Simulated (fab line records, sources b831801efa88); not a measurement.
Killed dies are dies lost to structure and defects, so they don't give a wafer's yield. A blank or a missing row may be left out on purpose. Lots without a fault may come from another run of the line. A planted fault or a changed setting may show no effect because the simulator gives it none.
Chamber matching | flow gf180mcu | GF_V5_CMP_26 on cmp-02: 4 sister chambers
The step polishes, stops on SiO2, t overpolish 15 s, target thk 0 nm. 18 wafers are shown with their chamber, then 9 later ones without.

WAFERS WITH THEIR CHAMBER
wafer  | chamber | motor_current_A (A) | time_to_endpoint_s (s) | edge_zone_pressure_frac
L075.4 | 3       | 11.9                | 84                     | 1.005
L075.5 | 2       | 11.3                | 87                     | 0.994
L075.6 | 3       | 11.8                | 82                     | 1.011
L076.1 | 0       | 9.7                 | 87                     | 0.997
L076.2 | 2       | 11.9                | 87                     | 0.996
L076.6 | 3       | 11.9                | 82                     | 1.002
L080.2 | 3       | 11.0                | 84                     | 0.998
L080.4 | 0       | 9.7                 | 88                     | 0.998
L080.6 | 2       | 11.3                | 89                     | 0.995
L083.1 | 3       | 11.8                | 80                     | 1.001
L083.3 | 1       | 10.7                | 79                     | 0.999
L083.5 | 0       | 10.9                | 79                     | 0.985
L085.4 | 0       | 10.3                | 86                     | 0.994
L085.5 | 2       | 12.1                | 84                     | 0.990
L085.6 | 3       | 11.9                | 82                     | 0.994
L087.3 | 1       | 11.5                | 80                     | 0.996
L087.5 | 0       | 10.0                | 86                     | 1.002
L087.6 | 1       | 11.1                | 78                     | 0.995

SIGNATURES (means of the wafers above)
reading                 | chamber 0 | chamber 1 | chamber 2 | chamber 3 | scatter within a chamber
motor_current_A         | 10.120    | 11.100    | 11.650    | 11.717    | 0.42
time_to_endpoint_s      | 85.20     | 79.00     | 86.75     | 82.33     | 2.34
edge_zone_pressure_frac | 0.99520   | 0.99667   | 0.99375   | 1.00183   | 0.00509
Rule: a wafer's distance from a chamber is the root of the sum, over the readings, of the square of ((its reading less the chamber's mean) divided by the reading's scatter). The wafer belongs to the nearest chamber; if the next one is less than 2 further off, it can't be placed. The scatter: the root of (the sum of the squares of (reading less its chamber's mean) over the shown wafers, divided by (wafers less chambers)).

WAFERS WITHOUT THEIR CHAMBER
wafer  | motor_current_A (A) | time_to_endpoint_s (s) | edge_zone_pressure_frac
L090.2 | 11.5                | 87                     | 0.997
L090.5 | 11.8                | 87                     | 0.995
L090.6 | 11.4                | 79                     | 1.006
L095.1 | 10.2                | 84                     | 1.007
L095.4 | 12.1                | 88                     | 0.988
L095.6 | 11.4                | 86                     | 0.989
L096.2 | 11.1                | 78                     | 1.006
L096.3 | 10.2                | 82                     | 0.998
L096.5 | 11.9                | 85                     | 1.006

WHICH CHAMBER EACH WENT THROUGH
wafer  | from the rows above          | in truth
L090.2 | can't be placed: 2 or 3      | 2
L090.5 | can't be placed: 2 or 3      | 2
L090.6 | can't be placed: 3 or 1      | 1
L095.1 | can't be placed: 0 or 1 or 3 | 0
L095.4 | 2                            | 2
L095.6 | can't be placed: 2 or 3      | 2
L096.2 | can't be placed: 1 or 3      | 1
L096.3 | can't be placed: 0 or 1      | 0
L096.5 | can't be placed: 3 or 2      | 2
Placed correctly: 1 of 9. Can't be placed from these rows: 8 (the true chamber is among the candidates in 8). Placed wrongly: 0.
